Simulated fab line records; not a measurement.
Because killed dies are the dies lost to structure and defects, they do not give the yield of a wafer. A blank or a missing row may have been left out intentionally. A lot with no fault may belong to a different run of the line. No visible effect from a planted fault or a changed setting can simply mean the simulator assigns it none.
fab line records ; flow sky130
record: lots: 7; wafers: 18; last_day: 50
route steps=708 shown LDD_HVN@272 LDD_HVP@278 LDD_LDN@289 SPACER@304 POLY_CUT@307 PAD_OPEN@708
lots with no fault: from the same line, run without faults
start_h: hours from the record's opening day to when the first of the lot's shown wafers began ; wait_h: hours from the lot's prior step to this one ; " unchanged from the row above ; L1.1+2: a single row standing in for several wafers ; - no value, or no start given ; * or withheld: withheld ; < > ~ a bound
route shown NAME@n: a module of which the file shows steps, and the number in the route of the first ; usual: mean/standard deviation taken from wafers without a fault ; same: alike in all rows ; chamber/n: place in a boat ; sites: per-site readings ; _std_site: the standard deviation of these ; _edge_site: inner sites' mean taken away from outer sites' mean ; radius_mm: how far each site lies from the wafer's centre ; mask NAME#n: copy n ; behind: the last tool/chamber to shape the wafer ; hold: reason for holding the lot/hours on hold/outcome of the hold ; device: transistor that didn't switch, given as n, p or np ; end of line: tests run on the same wafers once the route is complete ; where a step has no rows: the recipe by itself ; killed: count of dies lost to structure and defects at first sort (not the wafer's yield) ; map: dies across one wafer; x = killed, . = not, _ = none there
set.NAME: the setting the step ran with; set.NAME@STEP: the setting that earlier step ran with ; model.NAME: the simulator's own value behind a step, which no gauge read
lots seen at some steps along the route; tables by step, rows by wafer
services: the hour from which a tool's chamber was out of use, counted from the record's first day as start_h (under 0 if before that day), plus the number of hours and why
== steps ==
step: SKY_LDD_HVN_PEB_05
recipe: temp_c: withheld; time_s: *; resist: NOVOLAK
step: SKY_LDD_HVN_DEVELOP_06
recipe: resist: NOVOLAK; developer: TMAH; develop_time_s: 60; dev_temp_c: 23
step: SKY_LDD_HVN_OVL_MEAS_07
usual: LDD_HVN_OVL: -0.5/1.2
lot.wafer;tool;chamber;start_h;wait_h;LDD_HVN_OVL[nm]
L533.1;overlay-02;-;488.26;0.1;-0.8
L533.4;overlay-02;-;488.26;0.1;-0.8
L533.6;overlay-02;-;488.26;0.1;-2.1
L536.1;overlay-02;-;498.71;0.1;1.1
L536.5;overlay-02;-;498.71;0.1;0.4
L536.6;overlay-02;-;498.71;0.1;1.5
L537.3;overlay-01;-;522.37;0.1;-1.5
L537.5;overlay-01;-;522.37;0.1;0.4
L537.6;overlay-01;-;522.37;0.1;-1.2
L547.4;overlay-02;-;602.82;0.1;0.1
L547.6;overlay-02;-;602.82;0.1;-1.2
L550.4;overlay-02;-;635.22;0.1;-0.6
L550.6;overlay-02;-;635.22;0.1;-1.6
L551.2;overlay-02;-;645.89;0.1;-0.4
L551.4;overlay-02;-;645.89;0.1;-1.7
L553.3;overlay-02;-;652.72;0.1;-1.2
L553.4;overlay-02;-;652.72;0.1;-0.2
L553.6;overlay-02;-;652.72;0.1;-0.4
step: SKY_LDD_HVN_IMPLANT_08
recipe: species: P; energy_kev: 60; dose_cm2: 3e+13; tilt_deg: 40
step: SKY_LDD_HVN_STRIP_09
recipe: chemistry: O2/N2; power_w: 1400; pressure_mtorr: 1500; platen_temp_c: withheld; o2_flow_sccm: 3000; n2_flow_sccm: 300; overash_fraction: 0.5
usual: drypump_motor_current_A: 5.7/0.55; n2_flow_sccm: 299.8/0.94; oes_product_au: 0.408/0.0049; strip_time_to_endpoint_s: 4.137/0.015
lot.wafer;tool;chamber;start_h;wait_h;drypump_motor_current_A;n2_flow_sccm;oes_product_au;rf_hours_counter_h;strip_time_to_endpoint_s
L533.1;plasma_asher-03;0;488.44;0.1;5.2;300.5;0.408;34;4.110
L533.4;plasma_asher-03;0;488.44;0.1;5.2;299.8;0.404;-;4.138
L533.6;plasma_asher-03;1;488.44;0.1;6.6;301.7;0.410;-;4.111
L536.1;plasma_asher-02;1;498.89;0.1;5.1;300.5;0.402;6;4.140
L536.5;plasma_asher-02;0;498.89;0.1;6.1;300.4;0.397;-;4.145
L536.6;plasma_asher-02;1;498.89;0.1;5.1;300.4;0.406;-;4.134
L537.3;plasma_asher-02;1;522.58;0.1;5.1;298.0;0.403;-;4.128
L537.5;plasma_asher-02;0;522.58;0.1;6.1;300.1;0.404;-;4.134
L537.6;plasma_asher-02;1;522.58;0.1;5.1;298.2;0.408;-;4.125
L547.4;plasma_asher-04;1;603.02;0.1;5.2;299.8;0.406;-;4.153
L547.6;plasma_asher-04;0;603.02;0.1;6.2;299.8;0.403;-;4.147
L550.4;plasma_asher-04;1;635.42;0.1;5.2;299.2;0.403;-;4.150
L550.6;plasma_asher-04;1;635.42;0.1;5.2;299.1;0.406;-;4.147
L551.2;plasma_asher-02;0;646.07;0.1;6.0;300.3;0.404;21;4.142
L551.4;plasma_asher-02;0;646.07;0.1;6.1;299.5;0.418;-;4.128
L553.3;plasma_asher-04;0;652.93;0.1;6.1;300.6;0.403;-;4.106
L553.4;plasma_asher-04;1;652.93;0.1;5.2;299.3;0.405;-;4.130
L553.6;plasma_asher-04;0;652.93;0.1;6.1;300.2;0.403;-;4.112
step: SKY_LDD_HVN_TW_MEAS_10
usual: LDD_HVN_TW: 1422/11
lot.wafer;tool;chamber;start_h;wait_h;LDD_HVN_TW
L533.1;film_metro-03;-;488.54;0.1;1405
L533.4;film_metro-03;-;488.54;0.1;1410
L533.6;film_metro-03;-;488.54;0.1;1407
L536.1;film_metro-04;-;498.99;0.1;1427
L536.5;film_metro-04;-;498.99;0.1;1428
L536.6;film_metro-04;-;498.99;0.1;1434
L537.3;film_metro-02;-;522.66;0.1;1433
L537.5;film_metro-02;-;522.66;0.1;1433
L537.6;film_metro-02;-;522.66;0.1;1432
L547.4;film_metro-04;-;603.12;0.1;1425
L547.6;film_metro-04;-;603.12;0.1;1431
L550.4;film_metro-02;-;635.52;0.1;1437
L550.6;film_metro-02;-;635.52;0.1;1434
L551.2;film_metro-03;-;646.18;0.1;1412
L551.4;film_metro-03;-;646.18;0.1;1405
L553.3;film_metro-03;-;653.01;0.1;1414
L553.4;film_metro-03;-;653.01;0.1;1407
L553.6;film_metro-03;-;653.01;0.1;1394
step: SKY_LDD_HVP_DEHYDRATE_00
recipe: temp_c: 200; time_s: 60
step: SKY_LDD_HVP_HMDS_01
recipe: prime_time_s: 60; prime_temp_c: 120
step: SKY_LDD_HVP_COAT_02
recipe: resist: NOVOLAK; spin_rpm: 3000; resist_thk_nm: 300
step: SKY_LDD_HVP_SOFTBAKE_03
recipe: temp_c: 90; time_s: 60; resist: NOVOLAK
step: SKY_LDD_HVP_EXPOSE_04
recipe: mask_id: HVPTM; na: 0.6; source_shape: conventional; sigma_outer: 0.6; polarization: unpolarized; target_cd_nm: 700; dose_mj: 86
step: SKY_LDD_HVP_PEB_05
recipe: temp_c: withheld; time_s: *; resist: NOVOLAK
step: SKY_LDD_HVP_DEVELOP_06
recipe: resist: NOVOLAK; developer: TMAH; develop_time_s: 60; dev_temp_c: 23
usual: resist_line_temp_C: 23.00/0.11
lot.wafer;tool;chamber;start_h;wait_h;resist_line_temp_C
L533.1;litho_track-03;0;519.18;0.1;22.79
L533.4;litho_track-03;0;519.18;0.1;22.84
L533.6;litho_track-03;0;519.18;0.1;22.92
L536.1;litho_track-01;0;529.46;0.1;23.06
L536.5;litho_track-01;0;529.46;0.1;22.98
L536.6;litho_track-01;0;529.46;0.1;22.97
L537.3;litho_track-03;0;552.88;0.1;23.05
L537.5;litho_track-03;0;552.88;0.1;22.89
L537.6;litho_track-03;0;552.88;0.1;22.78
L547.4;litho_track-03;0;632.25;0.1;23.09
L547.6;litho_track-03;0;632.25;0.1;22.93
L550.4;litho_track-03;0;663.80;0.1;23.04
L550.6;litho_track-03;0;663.80;0.1;23.01
L551.2;litho_track-03;0;673.75;0.1;22.98
L551.4;litho_track-03;0;673.75;0.1;23.09
L553.3;litho_track-01;0;679.91;0.1;22.92
L553.4;litho_track-01;0;679.91;0.1;22.90
L553.6;litho_track-01;0;679.91;0.1;22.93
step: SKY_LDD_HVP_OVL_MEAS_07
usual: LDD_HVP_OVL: 0.5/1.6
lot.wafer;tool;chamber;start_h;wait_h;LDD_HVP_OVL[nm]
L533.1;overlay-01;-;519.33;0.1;-0.1
L533.4;overlay-01;-;519.33;0.1;-0.8
L533.6;overlay-01;-;519.33;0.1;-0.9
L536.1;overlay-01;-;529.61;0.1;0.6
L536.5;overlay-01;-;529.61;0.1;2.6
L536.6;overlay-01;-;529.61;0.1;2.2
L537.3;overlay-01;-;552.99;0.1;4.4
L537.5;overlay-01;-;552.99;0.1;1.0
L537.6;overlay-01;-;552.99;0.1;3.2
L547.4;overlay-01;-;632.34;0.1;1.3
L547.6;overlay-01;-;632.34;0.1;0.5
L550.4;overlay-02;-;663.89;0.1;0.0
L550.6;overlay-02;-;663.89;0.1;1.3
L551.2;overlay-01;-;673.88;0.1;1.7
L551.4;overlay-01;-;673.88;0.1;-1.1
L553.3;overlay-02;-;680.02;0.1;-1.4
L553.4;overlay-02;-;680.02;0.1;-0.5
L553.6;overlay-02;-;680.02;0.1;0.4
step: SKY_LDD_HVP_IMPLANT_08
recipe: species: B; energy_kev: 20; dose_cm2: 1.7e+13; tilt_deg: 17.9
step: SKY_LDD_HVP_STRIP_09
recipe: chemistry: O2/N2; power_w: 1400; pressure_mtorr: 1500; platen_temp_c: withheld; o2_flow_sccm: 3000; n2_flow_sccm: 300; overash_fraction: 0.5
usual: drypump_motor_current_A: 5.8/0.63; n2_flow_sccm: 300.0/0.82; oes_product_au: 0.408/0.0042; strip_time_to_endpoint_s: 4.138/0.017
lot.wafer;tool;chamber;start_h;wait_h;drypump_motor_current_A;n2_flow_sccm;oes_product_au;rf_hours_counter_h;strip_time_to_endpoint_s
L533.1;plasma_asher-02;0;519.51;0.1;6.0;298.5;0.412;8;4.159
L533.4;plasma_asher-02;0;519.51;0.1;6.1;298.7;0.403;-;4.162
L533.6;plasma_asher-02;0;519.51;0.1;6.0;298.7;0.415;-;4.153
L536.1;plasma_asher-02;1;529.79;0.1;5.1;300.4;0.407;10;4.139
L536.5;plasma_asher-02;0;529.79;0.1;6.0;300.9;0.404;-;4.129
L536.6;plasma_asher-02;1;529.79;0.1;5.1;300.5;0.403;-;4.137
L537.3;plasma_asher-03;1;553.20;0.1;6.5;301.1;0.407;-;4.137
L537.5;plasma_asher-03;0;553.20;0.1;5.2;299.5;0.411;-;4.132
L537.6;plasma_asher-03;1;553.20;0.1;6.5;299.3;0.405;-;4.140
L547.4;plasma_asher-02;0;632.55;0.1;6.1;299.4;0.405;-;4.125
L547.6;plasma_asher-02;1;632.55;0.1;5.1;300.7;0.408;-;4.139
L550.4;plasma_asher-02;1;664.10;0.1;5.1;299.5;0.411;-;4.144
L550.6;plasma_asher-02;0;664.10;0.1;6.1;298.6;0.413;-;4.135
L551.2;plasma_asher-03;1;674.06;0.1;6.6;299.6;0.409;53;4.133
L551.4;plasma_asher-03;0;674.06;0.1;5.2;300.7;0.410;-;4.125
L553.3;plasma_asher-03;0;680.22;0.1;5.2;300.2;0.412;-;4.113
L553.4;plasma_asher-03;1;680.22;0.1;6.5;301.6;0.413;-;4.163
L553.6;plasma_asher-03;1;680.22;0.1;6.5;301.0;0.410;-;4.129
step: SKY_LDD_HVP_TW_MEAS_10
usual: LDD_HVP_TW: 457/4.8
lot.wafer;tool;chamber;start_h;wait_h;LDD_HVP_TW
L533.1;film_metro-01;-;519.61;0.1;464
L533.4;film_metro-01;-;519.61;0.1;461
L533.6;film_metro-01;-;519.61;0.1;461
L536.1;film_metro-04;-;529.89;0.1;453
L536.5;film_metro-04;-;529.89;0.1;451
L536.6;film_metro-04;-;529.89;0.1;451
L537.3;film_metro-01;-;553.28;0.1;464
L537.5;film_metro-01;-;553.28;0.1;463
L537.6;film_metro-01;-;553.28;0.1;460
L547.4;film_metro-02;-;632.64;0.1;455
L547.6;film_metro-02;-;632.64;0.1;452
L550.4;film_metro-02;-;664.19;0.1;455
L550.6;film_metro-02;-;664.19;0.1;453
L551.2;film_metro-02;-;674.17;0.1;453
L551.4;film_metro-02;-;674.17;0.1;454
L553.3;film_metro-01;-;680.31;0.1;459
L553.4;film_metro-01;-;680.31;0.1;461
L553.6;film_metro-01;-;680.31;0.1;459
step: SKY_LDD_LDN_DEHYDRATE_00
recipe: temp_c: 200; time_s: 60
step: SKY_LDD_LDN_HMDS_01
recipe: prime_time_s: 60; prime_temp_c: 120
step: SKY_LDD_LDN_COAT_02
recipe: resist: NOVOLAK; spin_rpm: 3000; resist_thk_nm: 1140
step: SKY_LDD_LDN_SOFTBAKE_03
recipe: temp_c: 90; time_s: 60; resist: NOVOLAK
step: SKY_LDD_LDN_EXPOSE_04
recipe: mask_id: LDNTM; na: 0.6; source_shape: conventional; sigma_outer: 0.6; polarization: unpolarized; target_cd_nm: 700; dose_mj: 140
step: SKY_LDD_LDN_PEB_05
recipe: temp_c: withheld; time_s: *; resist: NOVOLAK
step: SKY_LDD_LDN_DEVELOP_06
recipe: resist: NOVOLAK; developer: TMAH; develop_time_s: 60; dev_temp_c: 23
step: SKY_LDD_LDN_OVL_MEAS_07
usual: LDD_LDN_OVL: -1.9/1.2
lot.wafer;tool;chamber;start_h;wait_h;LDD_LDN_OVL[nm]
L533.1;overlay-02;-;549.66;0.1;-1.8
L533.4;overlay-02;-;549.66;0.1;-0.1
L533.6;overlay-02;-;549.66;0.1;-1.1
L536.1;overlay-02;-;559.86;0.1;-1.0
L536.5;overlay-02;-;559.86;0.1;-2.0
L536.6;overlay-02;-;559.86;0.1;-3.1
L537.3;overlay-02;-;580.54;0.1;-1.4
L537.5;overlay-02;-;580.54;0.1;-0.7
L537.6;overlay-02;-;580.54;0.1;-0.5
L547.4;overlay-02;-;660.24;0.1;-3.6
L547.6;overlay-02;-;660.24;0.1;-2.2
L550.4;overlay-02;-;692.04;0.1;-4.5
L550.6;overlay-02;-;692.04;0.1;-2.2
L551.2;overlay-02;-;701.33;0.1;-2.1
L551.4;overlay-02;-;701.33;0.1;-2.9
L553.3;overlay-02;-;706.89;0.1;-3.3
L553.4;overlay-02;-;706.89;0.1;-0.6
L553.6;overlay-02;-;706.89;0.1;-3.0
step: SKY_LDD_LDN_IMPLANT_08
recipe: species: As; energy_kev: 15; dose_cm2: 1.25e+13; tilt_deg: withheld; rotation_deg: 23
step: SKY_LDD_LDN_IMPLANT_09
recipe: species: As; energy_kev: 15; dose_cm2: 1.25e+13; tilt_deg: withheld; rotation_deg: 113
step: SKY_LDD_LDN_IMPLANT_10
recipe: species: As; energy_kev: 15; dose_cm2: 1.25e+13; tilt_deg: withheld; rotation_deg: 203
step: SKY_LDD_LDN_IMPLANT_11
recipe: species: As; energy_kev: 15; dose_cm2: 1.25e+13; tilt_deg: withheld; rotation_deg: 293
step: SKY_LDD_LDN_STRIP_12
recipe: chemistry: O2/N2; power_w: 1400; pressure_mtorr: 1500; platen_temp_c: withheld; o2_flow_sccm: 3000; n2_flow_sccm: 300; overash_fraction: 0.5
usual: drypump_motor_current_A: 5.8/0.63; n2_flow_sccm: 300.2/0.8; oes_product_au: 0.716/0.0043; strip_time_to_endpoint_s: 14.19/0.045
lot.wafer;tool;chamber;start_h;wait_h;drypump_motor_current_A;n2_flow_sccm;oes_product_au;rf_hours_counter_h;strip_time_to_endpoint_s
L533.1;plasma_asher-03;0;550.29;0.1;5.2;299.0;0.709;41;14.23
L533.4;plasma_asher-03;0;550.29;0.1;5.2;300.1;0.711;-;14.18
L533.6;plasma_asher-03;1;550.29;0.1;6.6;301.0;0.722;-;14.24
L536.1;plasma_asher-03;0;560.49;0.1;5.2;300.6;0.719;42;14.12
L536.5;plasma_asher-03;1;560.49;0.1;6.5;299.6;0.714;-;14.11
L536.6;plasma_asher-03;0;560.49;0.1;5.2;300.1;0.720;-;14.15
L537.3;plasma_asher-04;0;581.20;0.1;6.1;301.2;0.716;-;14.19
L537.5;plasma_asher-04;1;581.20;0.1;5.2;301.1;0.713;-;14.18
L537.6;plasma_asher-04;0;581.20;0.1;6.1;301.4;0.710;-;14.19
L547.4;plasma_asher-01;1;660.90;0.1;6.5;300.8;0.712;-;14.20
L547.6;plasma_asher-01;0;660.90;0.1;5.3;300.0;0.716;-;14.20
L550.4;plasma_asher-01;1;692.70;0.1;6.5;298.2;0.715;-;14.25
L550.6;plasma_asher-01;0;692.70;0.1;5.3;299.1;0.714;-;14.25
L551.2;plasma_asher-01;1;701.96;0.1;6.5;300.2;0.721;100;14.14
L551.4;plasma_asher-01;0;701.96;0.1;5.3;298.9;0.711;-;14.21
L553.3;plasma_asher-04;0;707.55;0.1;6.1;298.8;0.719;-;14.15
L553.4;plasma_asher-04;1;707.55;0.1;5.2;301.6;0.716;-;14.13
L553.6;plasma_asher-04;0;707.55;0.1;6.1;300.6;0.716;-;14.19
step: SKY_LDD_LDN_TW_MEAS_13
usual: LDD_LDN_TW: 1477/22
lot.wafer;tool;chamber;start_h;wait_h;LDD_LDN_TW
L533.1;film_metro-01;-;550.39;0.1;1499
L533.4;film_metro-01;-;550.39;0.1;1506
L533.6;film_metro-01;-;550.39;0.1;1507
L536.1;film_metro-03;-;560.59;0.1;1443
L536.5;film_metro-03;-;560.59;0.1;1437
L536.6;film_metro-03;-;560.59;0.1;1445
L537.3;film_metro-01;-;581.28;0.1;1483
L537.5;film_metro-01;-;581.28;0.1;1487
L537.6;film_metro-01;-;581.28;0.1;1482
L547.4;film_metro-03;-;660.99;0.1;1451
L547.6;film_metro-03;-;660.99;0.1;1442
L550.4;film_metro-04;-;692.79;0.1;1469
L550.6;film_metro-04;-;692.79;0.1;1468
L551.2;film_metro-01;-;702.07;0.1;1496
L551.4;film_metro-01;-;702.07;0.1;1495
L553.3;film_metro-03;-;707.63;0.1;1456
L553.4;film_metro-03;-;707.63;0.1;1464
L553.6;film_metro-03;-;707.63;0.1;1455
step: SKY_LDD_LDN_CLEAN_14
recipe: chemistry: SC1/SC2; mix: 1:4:20; temp_c: 70; time_s: 150; dry: n2_spin
step: SKY_SPACER_CVD_00
recipe: material: Si3N4; precursor: DCS/NH3; target_thk_nm: 43.1; temp_c: 770; time_s: 740; pressure_mtorr: 250
step: SKY_SPACER_THK_MEAS_01
recipe: reads: Si3N4_of_SPACER_CVD_00
usual: SPACER_CVD_00_THK: 43.1/0.34
lot.wafer;tool;chamber;start_h;wait_h;SPACER_CVD_00_THK[nm]
L533.1;film_metro-02;-;574.95;0.0;42.7
L533.4;film_metro-02;-;574.95;0.0;42.6
L533.6;film_metro-02;-;574.95;0.0;42.7
L536.1;film_metro-03;-;575.01;0.1;43.5
L536.5;film_metro-03;-;575.01;0.1;42.9
L536.6;film_metro-03;-;575.01;0.1;43.2
L537.3;film_metro-02;-;583.60;0.0;43.3
L537.5;film_metro-02;-;583.60;0.0;43.7
L537.6;film_metro-02;-;583.60;0.0;43.4
L547.4;film_metro-03;-;662.89;0.0;43.7
L547.6;film_metro-03;-;662.89;0.0;43.3
L550.4;film_metro-03;-;694.81;0.0;43.2
L550.6;film_metro-03;-;694.81;0.0;43.3
L551.2;film_metro-01;-;703.39;0.0;43.3
L551.4;film_metro-01;-;703.39;0.0;42.8
L553.3;film_metro-01;-;709.67;0.0;43.1
L553.4;film_metro-01;-;709.67;0.0;42.8
L553.6;film_metro-01;-;709.67;0.0;43.1
step: SKY_SPACER_ETCHBACK_02
recipe: chemistry: CH3F/O2; target: Si3N4; stop_on: SiO2; source_w: 400; bias_w: 80; pressure_mtorr: 25; ch3f_flow_sccm: 40; O2_flow_sccm: 30; time_s: 46.7; target_depth_a: 450
usual: drypump_motor_current_A: 5.8/0.45; oes_product_au: 0.856/0.0057; throttle_valve_pct: 10.563/0.0087
lot.wafer;tool;chamber;start_h;wait_h;drypump_motor_current_A;oes_product_au;rf_hours_counter_h;throttle_valve_pct
L533.1;rie_diel-02;2;575.01;0.1;5.7;0.848;9;10.564
L533.4;rie_diel-02;0;575.01;0.1;5.7;0.856;69;10.570
L533.6;rie_diel-02;0;575.01;0.1;5.8;0.854;-;10.570
L536.1;rie_diel-02;1;575.07;0.1;4.9;0.863;3;10.561
L536.5;rie_diel-02;0;575.07;0.1;5.7;0.859;-;10.569
L536.6;rie_diel-02;3;575.07;0.1;5.6;0.854;-;10.577
L537.3;rie_diel-02;1;583.64;0.0;4.9;0.857;3;10.542
L537.5;rie_diel-02;0;583.64;0.0;5.7;0.866;-;10.566
L537.6;rie_diel-02;1;583.64;0.0;4.9;0.859;-;10.564
L547.4;rie_diel-04;2;662.92;0.0;5.7;0.865;9;10.564
L547.6;rie_diel-04;3;662.92;0.0;6.6;0.852;-;10.550
L550.4;rie_diel-01;1;694.84;0.0;5.0;0.857;20;10.563
L550.6;rie_diel-01;3;694.84;0.0;6.1;0.859;-;10.561
L551.2;rie_diel-01;0;703.44;0.0;6.0;0.850;7;10.572
L551.4;rie_diel-01;3;703.44;0.0;6.1;0.859;5;10.549
L553.3;rie_diel-02;0;709.71;0.0;5.7;0.848;2;10.561
L553.4;rie_diel-02;3;709.71;0.0;5.6;0.848;8;10.560
L553.6;rie_diel-02;2;709.71;0.0;5.7;0.847;-;10.550
step: SKY_POLY_CUT_DEHYDRATE_00
recipe: temp_c: 200; time_s: 60
step: SKY_POLY_CUT_HMDS_01
recipe: prime_time_s: 60; prime_temp_c: 120
step: SKY_POLY_CUT_COAT_02
recipe: resist: BARC; temp_c: withheld; time_s: withheld; spin_rpm: 3000; resist_thk_nm: 60
step: SKY_POLY_CUT_COAT_03
recipe: resist: KrF-thick; spin_rpm: 3000; resist_thk_nm: 450
step: SKY_POLY_CUT_SOFTBAKE_04
recipe: temp_c: 100; time_s: 90; resist: KrF-thick
step: SKY_POLY_CUT_EXPOSE_05
recipe: mask_id: NPCM; na: 0.8; source_shape: annular; sigma_inner: 0.55; sigma_outer: 0.85; target_cd_nm: 270; dose_mj: 32
step: SKY_POLY_CUT_PEB_06
recipe: peb_temp_c: withheld; peb_time_s: withheld; resist: KrF-thick
step: SKY_PAD_OPEN_PROBE_99
usual: killed_at_M0_to_M3: 43/7.2; killed_at_M4_up: 3.3/1.8; killed_at_contacts: 23/5.5; killed_at_front_end: 16/5.1; killed_at_other: 0.4/0.65; killed_dies: 85/10; killed_open: 46/7.1; killed_short: 38/7.2
same: gross_dies: 492; killed_at_back_side: 0
lot.wafer;tool;chamber;start_h;wait_h;killed_at_M0_to_M3;killed_at_M4_up;killed_at_contacts;killed_at_front_end;killed_at_other;killed_dies;killed_open;killed_short
L533.1;prober-02;-;1108.11;0.1;40;3;33;23;0;99;54;45
L533.4;prober-02;-;1108.26;0.2;53;3;33;16;1;106;63;43
L533.6;prober-02;-;1108.36;0.2;37;2;31;14;0;84;47;37
L536.1;prober-01;-;1109.72;0.1;53;2;18;23;1;97;50;47
L536.5;prober-01;-;1109.92;0.2;41;3;33;16;1;94;46;47
L536.6;prober-01;-;1109.97;0.2;32;4;23;17;0;76;41;33
L547.4;prober-01;-;1165.68;0.2;38;5;18;41;1;103;43;25
L547.6;prober-01;-;1165.78;0.2;54;1;25;45;0;125;54;35
L550.4;prober-02;-;1183.20;0.2;43;3;15;45;0;106;35;35
L550.6;prober-02;-;1183.30;0.2;39;2;15;46;0;102;39;26
L551.2;prober-02;-;1189.40;0.1;50;2;21;16;0;89;56;32
L551.4;prober-02;-;1189.50;0.2;34;2;21;51;0;108;47;27
killed by level:class
L533.1 LI_CONTACT:geometric_particle:open=14 VIA1:geometric_particle:open=10 FIELD_ISO:geometric_particle:open=7 POLY_GATE:geometric_particle:short=7 VIA3:geometric_particle:open=7 METAL1:geometric_particle:short=6 FIELD_ISO:geometric_particle:short=5 CONTACT:geometric_particle:open=5
L533.4 CONTACT:geometric_particle:open=12 VIA1:geometric_particle:open=12 LI_CONTACT:geometric_particle:open=10 METAL2:geometric_particle:short=7 VIA3:geometric_particle:open=7 VIA2:geometric_particle:open=6 VIA3:geometric_particle:short=5 POLY_GATE:geometric_particle:short=4
L533.6 CONTACT:geometric_particle:open=10 VIA1:geometric_particle:open=9 LI_CONTACT:geometric_particle:open=8 FIELD_ISO:geometric_particle:open=7 LI_CONTACT:geometric_particle:short=6 FIELD_ISO:geometric_particle:short=5 LOCAL_INTERCONNECT:geometric_particle:short=5 METAL2:geometric_particle:short=5
L536.1 METAL2:geometric_particle:short=8 VIA1:geometric_particle:open=7 METAL1:geometric_particle:short=6 VIA2:geometric_particle:open=6 VIA3:geometric_particle:open=6 CONTACT:geometric_particle:open=5 FIELD_ISO:geometric_particle:short=5 POLY_GATE:geometric_particle:open=5
L536.5 CONTACT:geometric_particle:open=16 VIA2:geometric_particle:open=9 FIELD_ISO:geometric_particle:short=7 LI_CONTACT:geometric_particle:open=6 CONTACT:geometric_particle:short=6 VIA1:geometric_particle:short=6 VIA1:geometric_particle:open=6 VIA2:geometric_particle:short=6
L536.6 LI_CONTACT:geometric_particle:open=9 CONTACT:geometric_particle:open=8 METAL2:geometric_particle:short=7 VIA1:geometric_particle:open=6 FIELD_ISO:geometric_particle:short=4 CONTACT:geometric_particle:short=4 VIA2:geometric_particle:open=4 POLY_GATE:geometric_particle:open=3
L547.4 LDD_HVP:area_develop=34 VIA1:geometric_particle:open=10 CONTACT:geometric_particle:open=7 VIA2:geometric_particle:open=5 VIA1:geometric_particle:short=4 METAL2:geometric_particle:open=4 VIA3:geometric_particle:open=4 POLY_GATE:geometric_particle:open=3
L547.6 LDD_HVP:area_develop=35 VIA1:geometric_particle:open=18 CONTACT:geometric_particle:open=8 VIA3:geometric_particle:open=8 CONTACT:geometric_particle:short=6 VIA2:geometric_particle:open=6 METAL2:geometric_particle:short=6 LI_CONTACT:geometric_particle:open=5
L550.4 LDD_HVP:area_develop=34 VIA2:geometric_particle:open=10 METAL2:geometric_particle:short=8 VIA1:geometric_particle:open=7 CONTACT:geometric_particle:open=6 FIELD_ISO:geometric_particle:open=4 LOCAL_INTERCONNECT:geometric_particle:short=4 METAL1:geometric_particle:short=4
L550.6 LDD_HVP:area_develop=37 VIA1:geometric_particle:open=10 VIA2:geometric_particle:open=8 VIA3:geometric_particle:open=8 CONTACT:geometric_particle:open=5 POLY_GATE:geometric_particle:short=4 CONTACT:geometric_particle:short=4 METAL1:geometric_particle:short=4
L551.2 VIA1:geometric_particle:open=16 CONTACT:geometric_particle:open=8 VIA3:geometric_particle:open=8 VIA2:geometric_particle:open=7 POLY_GATE:geometric_particle:open=5 LI_CONTACT:geometric_particle:open=5 LOCAL_INTERCONNECT:geometric_particle:short=4 METAL1:geometric_particle:short=4
L551.4 LDD_HVP:area_develop=32 VIA1:geometric_particle:open=15 CONTACT:geometric_particle:open=7 LI_CONTACT:geometric_particle:open=6 FIELD_ISO:geometric_particle:open=5 LOCAL_INTERCONNECT:geometric_particle:short=5 VIA2:geometric_particle:open=5 FIELD_ISO:geometric_particle:short=3
map L547.6 (x killed, . not)
__________........x._________
________.....x...x..x._______
______..............x..._____
_____..x.x..x..x..x....x.____
____.............x..xx....___
___....x.xx.x........x.x...__
__x.x......x...x...x........_
_.xx..x......xx.....x.x..x...
_...xxxxxx.x.x.xx.x...xx...x.
_...x.x.x...xx..xx..x.xxx....
_.........x...x.xx..x........
_..xxx......xx.xxx..x......x.
_.x...x..xx..x.x.............
_..x....x..xxxx.xxx.......xx.
_......x....xx....x.x........
__....x.....xxx.x..x.....xx._
___........x..x.x.xx.x.....__
____....xx..x.x........x..___
_____..x........x........____
______x...x......x......_____
________...x...x....x._______
__________.x.x.....x_________
map L550.4 (x killed, . not)
__________x.....x..._________
________..xx...x.x...._______
______...............xxx_____
_____..x......x..........____
____.x.......xx...xx..x...___
___x.....x..x..xx.......xx.__
__x....x....x.x...x......x.._
_..............x............x
_.......xx.xx..x...x..x......
_..........x.xxxx..x.........
_...........xxxx...x.......x.
_.....x....xxxx.x...x.x.xxx..
_........x...x.x.x.x.........
_.......xx.....xxx...........
_..x........x.xx..x.x........
__......x.xx.x..x.....x..x.._
___..x.....x.x...x.xx......__
____....x...x...........x.___
_____x.x..........x..x..x____
______.......xx........._____
________xx......x.x..x_______
__________.........._________
== services ==
tool;chamber;start_h;hours;kind
plasma_asher-02;-;464.99;0.5;repair
rie_diel-02;1;488.44;10.0;repair
rie_diel-04;1;498.22;4.5;repair
rie_diel-04;3;505.09;5.8;repair
plasma_asher-04;-;512.30;10.2;repair
rie_diel-04;3;518.69;10.6;repair
rie_diel-01;-;522.08;0.5;repair
rie_diel-04;0;523.06;4.7;repair
rie_diel-01;0;539.95;9.0;repair
rie_diel-04;-;540.93;2.8;pm
rie_diel-04;1;548.88;11.4;repair
rie_diel-02;-;558.54;14.6;pm
rie_diel-04;0;568.30;4.6;repair
rie_diel-01;3;576.54;7.7;repair
rie_diel-02;-;578.68;0.2;repair
plasma_asher-04;-;583.52;2.7;repair
plasma_asher-04;-;584.69;3.2;repair
rie_diel-02;2;608.50;15.4;repair
plasma_asher-01;-;630.91;2.2;repair
rie_diel-01;2;659.95;17.0;repair
rie_diel-01;3;666.97;3.3;repair
plasma_asher-01;-;697.30;2.8;pm
rie_diel-01;-;697.89;0.7;repair
rie_diel-04;-;701.96;28.1;pm
== key ==
first_sign: step: SKY_PAD_OPEN_PROBE_99; reading: killed_at_front_end; direction: up; sigmas: 5.8; usual: 16; struck: 46
effect: step: SKY_PAD_OPEN_PROBE_99; reading: killed_dies; direction: up; sigmas: 2.3; usual: 85; struck: 109
more_kills_born_at: SKY_LDD_HVP_DEVELOP_06@litho_track-03: 172
met_at SKY_LDD_HVP_DEVELOP_06
struck_wafers L547.4,L547.6,L550.4,L550.6,L551.4
tester_left_out L547,L550,L551
onset_between 552.88 632.25
fault: kind: process_parameter_drift; tool: litho_track-03; chamber: -; onset_h: 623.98; steps: SKY_LDD_HVP_DEVELOP_06; channel: develop_time_s; offset: *; shape: step; end_h: 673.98; scope: struck_wafers_only; acts_in: *; stated: *
tester_left_out: of these lots the tester's yield and bins aren't shown, on N5 and GAA mostly nor the transistor test; their killed dies are dies lost to structure and defects alone, not to doping, threshold or leakage, so they don't give the yield
